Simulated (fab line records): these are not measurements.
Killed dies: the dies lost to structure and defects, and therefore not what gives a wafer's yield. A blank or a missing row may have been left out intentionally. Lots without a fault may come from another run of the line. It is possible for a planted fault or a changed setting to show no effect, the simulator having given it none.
Which of the tools did it? -- flow gf180mcu -- Sampling: 13 lots, 39 wafers, 6 of 602 route steps

WHAT THE GAUGES SHOWED, per wafer
GF_CONTACT_THK_MEAS_03. Usual: CONTACT_CVD_02_THK gives 860 nm (standard deviation 12).
lot,measured,on,CONTACT_CVD_02_THK (nm),flag
L819,day 15 14:14,film_metro-03,841 853 855,
L820,day 15 23:58,film_metro-04,846 838 856,
L823,day 17 05:46,film_metro-03,848 862 848,
L825,day 17 21:06,film_metro-04,849 860 872,
L826,day 18 11:31,film_metro-02,863 864 876,
L827,day 18 17:02,film_metro-04,857 872 873,
L828,day 19 01:37,film_metro-04,844 842 836,
L829,day 19 10:42,film_metro-03,853 869 858,
L830,day 19 22:41,film_metro-04,852 870 876,
L835,day 21 13:42,film_metro-03,854 856 872,
L838,day 22 12:37,film_metro-04,1131 1119 853,OFF
L839,day 22 22:33,film_metro-02,854 1133 853,OFF
L840,day 23 05:16,film_metro-03,878 865 872,

GF_CONTACT_OVL_MEAS_15. Usual: CONTACT_OVL gives -3 nm (standard deviation 5.7).
lot,measured,on,CONTACT_OVL (nm),flag
L819,day 16 13:23,overlay-01,-9 -13 -10,
L820,day 16 22:26,overlay-02,-11 -5 0,
L823,day 18 05:58,overlay-01,-6 -8 -7,
L825,day 18 21:37,overlay-02,6 5 6,
L826,day 19 12:17,overlay-01,-9 -7 -4,
L827,day 19 18:02,overlay-02,-6 -7 -3,
L828,day 20 02:58,overlay-02,-13 -3 -6,
L829,day 20 11:43,overlay-01,0 2 5,
L830,day 20 23:40,overlay-02,4 7 6,
L835,day 22 14:11,overlay-02,-3 3 -5,
L838,day 23 11:44,overlay-01,-1 -9 -2,
L839,day 23 21:46,overlay-01,-4 -4 1,
L840,day 24 04:28,overlay-01,3 4 0,

EACH LOT AND THE TOOL THAT RAN IT (in order: tool; ch and the chambers of the sampled wafers; start)
lot,GF_SALICIDE_SPUTTER_03,GF_SALICIDE_RTA_08,GF_CONTACT_CVD_02,GF_CONTACT_CMP_04
L819,"pvd_sputter-04, day 15 13:33","rtp_anneal-02 ch 0, day 15 13:58","pecvd-04 ch 1,2, day 15 14:09","cmp-02 ch 0,3, day 15 14:17"
L820,"pvd_sputter-03, day 15 23:17","rtp_anneal-02 ch 0, day 15 23:42","pecvd-04 ch 1,2, day 15 23:53","cmp-01 ch 0,2,3, day 16 00:07"
L823,"pvd_sputter-01, day 17 05:05","rtp_anneal-01 ch 0, day 17 05:29","pecvd-03 ch 1,2, day 17 05:41","cmp-01 ch 0,1,3, day 17 05:55"
L825,"pvd_sputter-03, day 17 20:25","rtp_anneal-02 ch 0, day 17 20:49","pecvd-03 ch 0,1, day 17 21:02","cmp-01 ch 0,1,3, day 17 21:22"
L826,"pvd_sputter-03, day 18 10:49","rtp_anneal-01 ch 0, day 18 11:14","pecvd-04 ch 1,2, day 18 11:26","cmp-01 ch 0,3, day 18 11:37"
L827,"pvd_sputter-01, day 18 16:22","rtp_anneal-01 ch 0, day 18 16:46","pecvd-01 ch 1,2, day 18 16:58","cmp-01 ch 0,2,3, day 18 17:05"
L828,"pvd_sputter-04, day 19 00:56","rtp_anneal-01 ch 0, day 19 01:20","pecvd-03 ch 0,1,2, day 19 01:32","cmp-02 ch 0,1,3, day 19 01:43"
L829,"pvd_sputter-03, day 19 10:02","rtp_anneal-02 ch 0, day 19 10:26","pecvd-01 ch 0,1, day 19 10:38","cmp-02 ch 0,3, day 19 10:49"
L830,"pvd_sputter-04, day 19 22:00","rtp_anneal-01 ch 0, day 19 22:25","pecvd-01 ch 0,1, day 19 22:36","cmp-02 ch 1,2, day 19 22:44"
L835,"pvd_sputter-01, day 21 13:01","rtp_anneal-01 ch 0, day 21 13:25","pecvd-04 ch 1,2, day 21 13:38","cmp-02 ch 0,1,3, day 21 13:46"
L838,"pvd_sputter-01, day 22 11:55","rtp_anneal-02 ch 0, day 22 12:22","pecvd-04 ch 0,1,2, day 22 12:33","cmp-02 ch 1,2,3, day 22 12:44"
L839,"pvd_sputter-04, day 22 21:52","rtp_anneal-02 ch 0, day 22 22:17","pecvd-04 ch 0,1, day 22 22:28","cmp-01 ch 0,1,3, day 22 22:41"
L840,"pvd_sputter-01, day 23 04:36","rtp_anneal-01 ch 0, day 23 05:00","pecvd-01 ch 0,2, day 23 05:12","cmp-01 ch 0,1, day 23 05:20"
- GF_SALICIDE_SPUTTER_03: material TiN, target thk 20 nm, time 16.7 s.
- GF_SALICIDE_RTA_08: time 30 s.
- GF_CONTACT_CVD_02: deposits SiO2 from TEOS, target thk 860 nm, time 95.992 s.
- GF_CONTACT_CMP_04: polishes SiO2.

WHAT THE TOOLS THEMSELVES READ (means of the sampled wafers that have a number; where no wafer has one, the mark that the record gives instead)
GF_SALICIDE_SPUTTER_03. Usual: throttle_valve_pct at 30.2 %, with a standard deviation of 0.63.
lot,tool,throttle_valve_pct (%),flag
L819,pvd_sputter-04,30.5,
L820,pvd_sputter-03,29.9,
L823,pvd_sputter-01,30.3,
L825,pvd_sputter-03,29.3,
L826,pvd_sputter-03,30.2,
L827,pvd_sputter-01,30.5,
L828,pvd_sputter-04,30.5,
L829,pvd_sputter-03,29.9,
L830,pvd_sputter-04,30.7,
L835,pvd_sputter-01,30.3,
L838,pvd_sputter-01,30.3,
L839,pvd_sputter-04,30.5,
L840,pvd_sputter-01,30.2,

GF_SALICIDE_RTA_08. Usual: lamp_power_pct 18.9 %, standard deviation 1.4; wafer_temp_C_max 803.3, standard deviation 1.2.
lot,tool,lamp_power_pct (%),wafer_temp_C_max,flag
L819,rtp_anneal-02,20.4,802.3,
L820,rtp_anneal-02,20.3,802.4,
L823,rtp_anneal-01,17.5,804.2,
L825,rtp_anneal-02,20.3,802.2,
L826,rtp_anneal-01,17.5,804.3,
L827,rtp_anneal-01,17.5,804.4,
L828,rtp_anneal-01,17.5,804.0,
L829,rtp_anneal-02,20.4,802.5,
L830,rtp_anneal-01,17.5,803.8,
L835,rtp_anneal-01,17.5,803.9,
L838,rtp_anneal-02,20.4,802.8,
L839,rtp_anneal-02,20.3,802.6,
L840,rtp_anneal-01,17.5,804.0,

GF_CONTACT_CVD_02. Usual: heater_power_w at 679 W, with a standard deviation of 79.
lot,tool,heater_power_w (W),flag
L819,pecvd-04,724,
L820,pecvd-04,669,
L823,pecvd-03,659,
L825,pecvd-03,738,
L826,pecvd-04,694,
L827,pecvd-01,597,
L828,pecvd-03,694,
L829,pecvd-01,679,
L830,pecvd-01,589,
L835,pecvd-04,690,
L838,pecvd-04,684,
L839,pecvd-04,638,
L840,pecvd-01,744,

GF_CONTACT_CMP_04. Usual: motor_current_A 12.2 A, standard deviation 1.2; time_to_endpoint_s 109 s, standard deviation 6.4.
lot,tool,motor_current_A (A),time_to_endpoint_s (s),flag
L819,cmp-02,12.8,107,
L820,cmp-01,11.1,101,
L823,cmp-01,12.4,114,
L825,cmp-01,11.8,116,
L826,cmp-01,11.4,112,
L827,cmp-01,11.1,111,
L828,cmp-02,13.3,106,
L829,cmp-02,12.9,109,
L830,cmp-02,12.7,110,
L835,cmp-02,13.1,109,
L838,cmp-02,12.6,169,OFF
L839,cmp-01,12.1,142,OFF
L840,cmp-01,12.6,117,

THE ANSWER, worked out from the rows above alone
Rule: a lot counts as off when the mean over its wafers that have a number is more than 3 standard deviations away from the usual mean. Also off: a lot with no number at a reading for which 4 or more lots have one. Where the step has rows for the other lots, those lots are counted as sound. The gauges are gone through in route order, then the tools' own readings, and for those a lot's mean is taken as printed above. At the first step where some lot is off, the reading lying furthest off is the one used; lots without a number count as furthest.
Off: L838, L839, seen at GF_CONTACT_THK_MEAS_03 (CONTACT_CVD_02_THK).
A tool fits if, at a process step before that reading, it ran every lot that is off, and no sound lot after the first of them. Not tried: the gauges at GF_CONTACT_THK_MEAS_03; whatever is off there is also off at GF_CONTACT_CMP_04, on other tools, and gauge error can't account for it. Undecided on this evidence; 2 tools fit (rtp_anneal-02 at GF_SALICIDE_RTA_08, pecvd-04 at GF_CONTACT_CVD_02).

WHAT THE SIMULATOR HAD PUT IN
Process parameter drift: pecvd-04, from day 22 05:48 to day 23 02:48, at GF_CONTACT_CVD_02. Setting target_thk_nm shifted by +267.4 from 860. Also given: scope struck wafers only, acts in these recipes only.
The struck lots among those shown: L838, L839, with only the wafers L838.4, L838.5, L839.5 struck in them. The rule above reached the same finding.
